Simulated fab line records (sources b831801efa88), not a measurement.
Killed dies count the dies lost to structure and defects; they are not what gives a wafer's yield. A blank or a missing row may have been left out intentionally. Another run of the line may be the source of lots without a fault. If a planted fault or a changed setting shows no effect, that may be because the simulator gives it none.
Code-filled problem report in 8D (eight disciplines) form | flow gf180mcu | the parts of the form that need people (team, actions taken, sign-off) are left out

== 1. WHAT WENT WRONG ==
Mean V1_W_RS at GF_V1_RS_MEAS_24: 0.280 ohm/sq over 2 wafers in 2 lots; fault-free wafers: 0.322 ohm/sq, standard deviation 0.0053. Measured from the usual mean, that is -7.9 standard deviations.
The step: measures by four-point-probe.
Seen first at day 22 01:54 on film-metro-04, wafer L866.2. The record has a number at this step for 36 wafers belonging to 12 lots. Rule for "out", or "out of limits": more than 4 standard deviations from the usual mean. The other wafers with a number count as sound.

== 2. WHAT THIS IS AND IS NOT ==
question                    | is                           | is not
which readings at this step | V1_W_RS                      | -
which lots                  | L866, L868                   | L860, L861, L865, L867, L876, L877, L879, L880, L881, L882
which wafers of those lots  | L866.2, L868.4               | L866.1, L866.4, L868.1, L868.6
read on which gauges        | film-metro-03, film-metro-04 | film-metro-02
when                        | from day 22 01:54            | up to then (14 sound wafers); but 20 sound wafers of L868, L876, L877, L879, L880, L881, L882 came after

== 3. THE SUSPECTS, EACH WITH WHAT RULES IT OUT ==
Counting: any tool at a process step up to the reading remains a suspect provided it ran every lot that is out. Sound lots after the first of them don't rule it out here, since some wafers of a struck lot are sound.
- ruled out: the gauge at GF_V1_RS_MEAS_24. Those wafers that are out were read across 2 gauges (film-metro-03, film-metro-04).
- cvd-w-01 at GF_V1_CVD_23 (deposits W, target thk 350 nm, time 105.05 s): kept. It ran every lot that is out, first L866 (day 22 01:47); its last sound lot up to then is L860 (day 18 23:28). Out on those wafers are its own readings of chamber-pressure-Torr.
- Within cvd-w-01 at GF_V1_CVD_23: the wafers that are out ran in chamber 0; their sound lot-mates ran in chamber 1.
After counting, what remains is cvd-w-01 at GF_V1_CVD_23.

== 4. THE CAUSE (what the simulator had put in) ==
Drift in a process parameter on cvd-w-01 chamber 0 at GF_V1_CVD_23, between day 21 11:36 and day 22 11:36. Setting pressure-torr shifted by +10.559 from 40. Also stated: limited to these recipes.
Only this tool survived the counting.

== 5. SEQUENCE OF EFFECTS, ordered by route ==
Each row: a reading whose mean over the struck wafers that have a number lies more than 3 standard deviations from the usual. Readings are gone through only where the record gives a usual standard deviation; hours: the median, over the lots, of the time from a lot's start at the first step in this table giving one to that lot's start at this step; sigmas: the change measured in usual standard deviations.
hours | step              | reading               | usual        | on struck wafers | change | sigmas
0     | GF_V1_CVD_23      | chamber-pressure-Torr | 39.99 Torr   | 50.47            | +10.48 | +99 or more
0     | GF_V1_RS_MEAS_24  | V1_W_RS               | 0.322 ohm/sq | 0.280            | -0.042 | -7.9
0     | GF_V1_THK_MEAS_25 | V1_W_THK              | 365 nm       | 423              | +58    | +9.2
Process steps it contains:
- GF_V1_CVD_23: deposits W, target thk 350 nm, time 105.05 s.

== 6. WHAT WOULD HAVE CAUGHT IT SOONER ==
The first out-of-limits reading at a measuring or inspecting step in this record came at day 22 01:54, 14 hours after the fault's start at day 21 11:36.
The tool's own readings at GF_V1_CVD_23 were out on every struck wafer that the step has a row for (chamber-pressure-Torr): an alarm limit on them would have fired on the first of those.
Of the lots that are out (2), L868 began GF_V1_CVD_23 on cvd-w-01 after day 22 01:54. It would have been spared by a hold on the tool at that moment.
